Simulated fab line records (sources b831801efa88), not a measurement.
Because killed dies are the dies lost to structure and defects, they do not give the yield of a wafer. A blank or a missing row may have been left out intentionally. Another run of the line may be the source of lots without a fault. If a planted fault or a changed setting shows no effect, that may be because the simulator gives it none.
Which tool was responsible? | flow gf180mcu | 14 lots (42 wafers sampled), 1 step of a 602-step route

== WHAT THE GAUGES SHOWED, per wafer ==
GF_MVPSD_TW_MEAS_11. Usual: for MVPSD_TW the level is 554 and the standard deviation is 6.4.
lot  | measured     | on            | MVPSD_TW    | flag
L853 | day 5 07:24  | film metro-04 | 565 563 565 |
L854 | day 5 10:53  | film metro-04 | 560 557 559 |
L855 | day 5 14:31  | film metro-02 | 545 547 546 |
L857 | day 6 01:19  | film metro-01 | 548 553 550 |
L861 | day 6 23:33  | film metro-01 | 552 551 547 |
L864 | day 7 19:44  | film metro-01 | 547 548 550 |
L865 | day 8 00:01  | film metro-02 | 551 554 550 |
L866 | day 8 21:45  | film metro-04 | 560 561 561 |
L867 | day 9 03:04  | film metro-04 | 558 558 556 |
L868 | day 9 03:47  | film metro-01 | 548 552 548 |
L870 | day 9 07:40  | film metro-04 | 560 557 560 |
L871 | day 9 14:42  | film metro-04 | 558 553 556 |
L872 | day 10 03:59 | film metro-01 | 555 553 555 |
L874 | day 10 20:57 | film metro-02 | 546 549 548 |

== TOOL THAT RAN EACH LOT (tool first, then ch and the chambers of the sampled wafers, then the start) ==
Record: no process step prior to these readings.

== WHAT THE TOOLS THEMSELVES READ (means of the sampled wafers that have a number; where no wafer has one, the mark that the record gives instead) ==
The record holds no such reading with a usual standard deviation.

== THE ANSWER, worked out from the rows above alone ==
Rule: a lot counts as off when the mean over its wafers that have a number is more than 3 standard deviations away from the usual mean. A lot without any number at a reading at which 4 lots or more have one is off too. The other lots that the step has rows for count as sound. First the gauges in route order, then the tools' own readings, where a lot's mean is used as printed above. At the first step where some lot is off, the reading lying furthest off is the one used; lots without a number count as furthest.
None of the lots is off at any reading shown; this tells nothing.

== WHAT WAS PUT IN BY THE SIMULATOR ==
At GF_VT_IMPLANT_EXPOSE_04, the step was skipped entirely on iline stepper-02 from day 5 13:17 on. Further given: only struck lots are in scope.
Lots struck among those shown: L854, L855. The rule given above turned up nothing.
